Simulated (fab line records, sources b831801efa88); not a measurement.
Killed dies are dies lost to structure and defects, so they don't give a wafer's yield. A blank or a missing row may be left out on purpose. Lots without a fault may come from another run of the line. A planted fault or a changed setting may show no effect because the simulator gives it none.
Which tool did it? | flow gf180mcu | 14 lots, 42 wafers sampled, at 2 steps of a route of 602

WHAT THE GAUGES READ, wafer by wafer
GF_M5_CD_MEAS_07: target cd 280 nm. Usual: cd_nm 279.8 nm, standard deviation 1.2.
lot  | measured     | on        | cd_nm (nm)        | flag
L213 | day 26 15:29 | cd_sem-01 | 279.2 279.3 279.2 |
L214 | day 27 01:15 | cd_sem-02 | 278.6 279.3 279.6 |
L215 | day 27 04:48 | cd_sem-02 | 278.7 277.1 278.4 |
L217 | day 27 18:38 | cd_sem-02 | 279.8 279.8 281.5 |
L218 | day 28 03:31 | cd_sem-02 | 278.4 278.5 279.8 |
L219 | day 28 09:14 | cd_sem-02 | 279.7 279.7 279.6 |
L220 | day 28 13:52 | cd_sem-02 | 280.6 281.3 280.3 |
L221 | day 29 01:11 | cd_sem-02 | 277.7 280.4 280.3 |
L222 | day 29 06:58 | cd_sem-01 | 279.5 278.6 280.1 |
L223 | day 29 11:58 | cd_sem-02 | 279.8 280.0 279.1 |
L224 | day 29 21:34 | cd_sem-02 | 279.3 279.8 279.3 |
L225 | day 30 01:33 | cd_sem-02 | 278.0 278.3 276.9 |
L227 | day 30 18:05 | cd_sem-01 | 278.8 280.1 279.2 |
L230 | day 31 10:46 | cd_sem-02 | 280.2 279.3 278.6 |

WHICH TOOL RAN EACH LOT (tool, then ch and the chambers of the sampled wafers, then the start)
lot  | GF_STI_OXIDATION_01
L213 | furnace-02 ch 0, day 1 10:45
L214 | furnace-01 ch 0, day 1 15:07
L215 | furnace-02 ch 0, day 1 20:07
L217 | furnace-02 ch 0, day 2 06:36
L218 | furnace-02 ch 0, day 2 11:07
L219 | furnace-02 ch 0, day 2 16:07
L220 | furnace-02 ch 0, day 2 21:10
L221 | furnace-01 ch 0, day 3 02:17
L222 | furnace-02 ch 0, day 3 07:07
L223 | furnace-01 ch 0, day 3 12:07
L224 | furnace-01 ch 0, day 3 17:30
L225 | furnace-01 ch 0, day 3 23:08
L227 | furnace-01 ch 0, day 4 08:45
L230 | furnace-01 ch 0, day 4 23:07
- GF_STI_OXIDATION_01: stabilise 600 s, purge 300 s, target thk 10 nm.

WHAT THE TOOLS THEMSELVES READ (means of the sampled wafers that have a number; where no wafer has one, the mark that the record gives instead)
GF_STI_OXIDATION_01. Usual: spike_tc_top_C 914 C, standard deviation 3.7; zone_power_top_pct 34.6 %, standard deviation 2.5.
lot  | tool       | spike_tc_top_C (C) | zone_power_top_pct (%) | flag
L213 | furnace-02 | 912                | 32.9                   |
L214 | furnace-01 | 918                | 37.2                   |
L215 | furnace-02 | 911                | 32.6                   |
L217 | furnace-02 | 911                | 32.4                   |
L218 | furnace-02 | 911                | 32.5                   |
L219 | furnace-02 | 910                | 32.6                   |
L220 | furnace-02 | 910                | 32.5                   |
L221 | furnace-01 | 918                | 37.5                   |
L222 | furnace-02 | 911                | 32.6                   |
L223 | furnace-01 | 918                | 37.6                   |
L224 | furnace-01 | 919                | 37.2                   |
L225 | furnace-01 | 918                | 37.3                   |
L227 | furnace-01 | 918                | 37.7                   |
L230 | furnace-01 | 918                | 37.6                   |

THE ANSWER, worked out from the rows above alone
Rule: a lot is off if the mean of its wafers that have a number lies more than 3 standard deviations from the usual mean. A lot without any number at a reading at which 4 lots or more have one is off too. The other lots that the step has rows for count as sound. The gauges are gone through in route order, then the tools' own readings, and for those a lot's mean is taken as printed above. The first step at which some lot is off is used, and at that step the reading that is off furthest; a lot without a number counts as furthest.
No lot is off at any reading shown: from this, nothing can be told.

WHAT THE SIMULATOR HAD PUT IN
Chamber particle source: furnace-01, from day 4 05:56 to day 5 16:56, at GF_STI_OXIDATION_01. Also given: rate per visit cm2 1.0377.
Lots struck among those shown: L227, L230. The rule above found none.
